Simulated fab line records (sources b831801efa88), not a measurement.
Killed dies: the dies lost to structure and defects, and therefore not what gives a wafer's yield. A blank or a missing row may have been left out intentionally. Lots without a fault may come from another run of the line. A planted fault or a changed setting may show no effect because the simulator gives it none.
Comparing a struck lot with a sound one | flow gf180mcu | 15 out of 602 route steps
Sound: wafers L234.2, L234.4, L234.5. Struck: wafer L246.3 (L246.4, L246.5, from the same lot, were not struck and are left out); the cause is given at the end.
Per side, at each step with rows, come the tool, then ch with its chambers, and then its first start. Under that, the readings that differ: sound wafers | struck wafers | difference of the means | sigmas: that difference in standard deviations of wafers without a fault.
alike: a reading whose means differ by less than 2 such deviations, as well as words and numbers matching on both sides. not compared: withheld readings; readings where some wafer has no value; bounds like >300 that might hide an equal value; numbers whose values overlap and for which the record gives no deviation.
The two part at a step that has a row with sigmas, a row that says differs or no value, or rows on one side only. Numbers that have no deviation but don't overlap get no sigmas and don't part them. Lack of a reading on every wafer of one side parts them only where that side has two or more wafers.

GF_V3_OVL_MEAS_15:
  sound on overlay-01 at day 23 11:56; struck on overlay-02 at day 27 15:48
  alike: V3_OVL
then, 2 steps without rows for these wafers: GF_V3_ETCH_16 (etches BARC in N2/H2); GF_V3_ETCH_17 (etches SiO2 in C4F8/O2/Ar, stops on TiN, target depth 635 nm).
GF_V3_STRIP_18: strips in O2/N2.
  sound on plasmaAsher-02 ch 0,1, day 23 12:06; struck on plasmaAsher-02 ch 0, day 27 15:59
reading         | sound                | struck | difference | sigmas
platenTempC (C) | 250.23 250.26 249.98 | 249.83 | -0.33      | -2
  alike: drypumpMotorCurrentA, heaterPowerW, oesProductAu
  not compared: rfHoursCounterH
then, 2 steps without rows for these wafers: GF_V3_STRIP_19 (strips in post etch residue remover, time 1200 s); GF_V3_CLEAN_20 (cleans in DIW).
GF_V3_SPUTTER_21: material Ti, target thk 15 nm, time 80.02 s.
  sound on pvdSputter-03 at day 23 12:40; struck on pvdSputter-01 at day 27 16:37
  alike: throttleValvePct
GF_V3_SPUTTER_22: material TiN, target thk 10 nm, time 40 s.
  sound on pvdSputter-03 at day 23 12:43; struck on pvdSputter-01 at day 27 16:40
  alike: throttleValvePct
then, 1 step without rows for these wafers: GF_V3_CVD_23 (deposits W, target thk 350 nm, time 104.9 s).
GF_V3_RS_MEAS_24: measures by four-point-probe.
  sound on filmMetro-02 at day 23 12:54; struck on filmMetro-02 at day 27 16:52
reading          | sound             | struck | difference | sigmas
V3_W_RS (ohm/sq) | 0.327 0.321 0.321 | 0.313  | -0.010     | -2
GF_V3_THK_MEAS_25: measures by xrf.
  sound on filmMetro-02 at day 23 13:01; struck on filmMetro-02 at day 27 16:58
reading       | sound       | struck | difference | sigmas
V3_W_THK (nm) | 357 367 367 | 380    | +16        | +2
GF_V3_CMP_26: polishes, stops on SiO2, t overpolish 15 s, target thk 0 nm.
  sound on cmp-01 ch 1,3, day 23 13:04; struck on cmp-01 ch 0, day 27 17:03
  alike: motorCurrentA, overpolishRunS, timeToEndpointS
GF_M4_SPUTTER_00: material Ti, target thk 37.5 nm, time 150 s.
  sound on pvdSputter-04 at day 23 13:22; struck on pvdSputter-04 at day 27 17:18
reading                              | sound             | struck | difference | sigmas
model.Ti_of_M4_SPUTTER_00.thkNm (nm) | 37.58 36.93 38.06 | 63.6   | +26.1      | 
  alike: throttleValvePct
GF_M4_SPUTTER_01: material TiN, target thk 30 nm, time 25 s.
  sound on pvdSputter-04 at day 23 13:28; struck on pvdSputter-04 at day 27 17:24
  alike: throttleValvePct
-- the record jumps here: 6 days lie between the struck wafers' starts before and after (it left off in module M4 and takes up again in module PASSIVATION, whose first step shown is number 602 of the route) --
GF_PASSIVATION_PROBE_99:
  rows exist in the record for the struck wafers here (prober-01, day 33 10:39), but not for the sound ones

## WHERE THEY PART
First at GF_V3_STRIP_18; last, within this record, at GF_PASSIVATION_PROBE_99.

WHY: whatever the simulator had introduced
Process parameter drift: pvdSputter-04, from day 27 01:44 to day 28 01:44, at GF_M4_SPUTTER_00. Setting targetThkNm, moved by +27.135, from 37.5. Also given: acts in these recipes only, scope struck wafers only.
